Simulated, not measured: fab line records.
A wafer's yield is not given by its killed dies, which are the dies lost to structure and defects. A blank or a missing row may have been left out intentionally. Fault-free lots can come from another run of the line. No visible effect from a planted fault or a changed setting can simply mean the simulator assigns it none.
A single fault, viewed from 2 desks || flow sky130 || what lay behind the numbers comes last; until then each desk has only its own

## THE TOOL OWNER'S DESK: implanter-03
The tool's own readings at SKY_SONOS_TUNNEL_IMPLANT_09: means of the sampled wafers that have a number, for each lot that ran on this tool. Any lot whose mean is over 4 standard deviations away from the usual mean is out of limits and marked OUT; that distance is given in the brackets.
Columns: A = beam energy keV at SKY_SONOS_TUNNEL_IMPLANT_09, usual 20.001; B = dose ions cm2 at SKY_SONOS_TUNNEL_IMPLANT_09, usual 9.998e+11; C = end station pressure torr at SKY_SONOS_TUNNEL_IMPLANT_09, usual 5.05e-06 Torr; D = faraday current uA at SKY_SONOS_TUNNEL_IMPLANT_09, usual 5.64
{"lot": "L690", "first seen here": "day 11 08:35", "A": 20.009, "B": 1.000e+12, "C": 5.18e-06, "D": 5.69}
{"lot": "L699", "first seen here": "day 14 04:40", "A": 19.999, "B": 1.000e+12, "C": 4.99e-06, "D": 5.75}
{"lot": "L704", "first seen here": "day 16 01:13", "A": 20.002, "B": "1.612e+12 (+99 or more) OUT", "C": 4.97e-06, "D": "9.09 (+31) OUT"}
{"lot": "L707", "first seen here": "day 16 23:41", "A": 19.992, "B": "1.612e+12 (+99 or more) OUT", "C": 5.15e-06, "D": "9.09 (+31) OUT"}
This desk's verdict: out of limits on L704, L707, starting with L704 at day 16 01:13 (dose ions cm2 at SKY_SONOS_TUNNEL_IMPLANT_09). L690, L699: within limits.

## THE METROLOGY DESK
What the gauges read for every lot (on any tool): the sampled wafers with a number, averaged. Any lot whose mean is over 4 standard deviations away from the usual mean is out of limits and marked OUT; that distance is given in the brackets.
Columns: A = VT_ADJUST_LVTN_2_TW at SKY_VT_ADJUST_LVTN_TW_MEAS_21, usual 187.9; B = SONOS_TUNNEL_TW at SKY_SONOS_TUNNEL_TW_MEAS_12, usual 197.3; C = SONOS_ONO_CVD_04_THK at SKY_SONOS_ONO_THK_MEAS_05, usual 5.76 nm
{"lot": "L690", "first seen here": "day 7 16:19", "A": 187.7, "B": 198.4, "C": 5.62}
{"lot": "L693", "first seen here": "day 8 17:13", "A": 187.9, "B": 198.1, "C": 5.71}
{"lot": "L694", "first seen here": "day 8 21:19", "A": 187.2, "B": 196.6, "C": 5.67}
{"lot": "L695", "first seen here": "day 8 23:34", "A": 188.3, "B": 198.0, "C": 5.83}
{"lot": "L698", "first seen here": "day 9 21:07", "A": 187.0, "B": 198.2, "C": 5.79}
{"lot": "L699", "first seen here": "day 10 03:07", "A": 186.9, "B": 197.2, "C": 5.66}
{"lot": "L703", "first seen here": "day 11 12:16", "A": 189.3, "B": 197.7, "C": 5.83}
{"lot": "L704", "first seen here": "day 11 19:16", "A": 188.9, "B": "224.5 (+21) OUT", "C": 5.61}
{"lot": "L707", "first seen here": "day 12 14:16", "A": 188.3, "B": "223.8 (+20) OUT", "C": 5.77}
{"lot": "L709", "first seen here": "day 13 12:04", "A": 187.7, "B": 195.8, "C": 5.68}
{"lot": "L710", "first seen here": "day 13 13:42", "A": 188.3, "B": 197.7, "C": 5.79}
{"lot": "L713", "first seen here": "day 14 09:00", "A": 188.8, "B": 200.0, "C": 5.68}
Finding of this desk: L704, L707 out of limits, first seen on L704 at day 16 01:38 (SONOS_TUNNEL_TW at SKY_SONOS_TUNNEL_TW_MEAS_12). L690, L693, L694, L695, L698, L699, L703, L709, L710, L713: within limits.

## ALL TOGETHER
At day 16 01:13, on L704, L707, the tool owner's desk was in a position to raise an alarm.
On L704, L707, the metrology desk was in a position to raise an alarm at day 16 01:38.
Of the lots named, all ran SKY_SONOS_TUNNEL_IMPLANT_09 on implanter-03.

## WHAT THE SIMULATOR PUT IN
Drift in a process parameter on implanter-03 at SKY_SONOS_TUNNEL_IMPLANT_09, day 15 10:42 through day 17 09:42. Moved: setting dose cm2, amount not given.
Struck lots among those shown: L704, L707.
Fault start to first reading out of limits, in hours, per desk: tool owner, 15; metrology, 15.
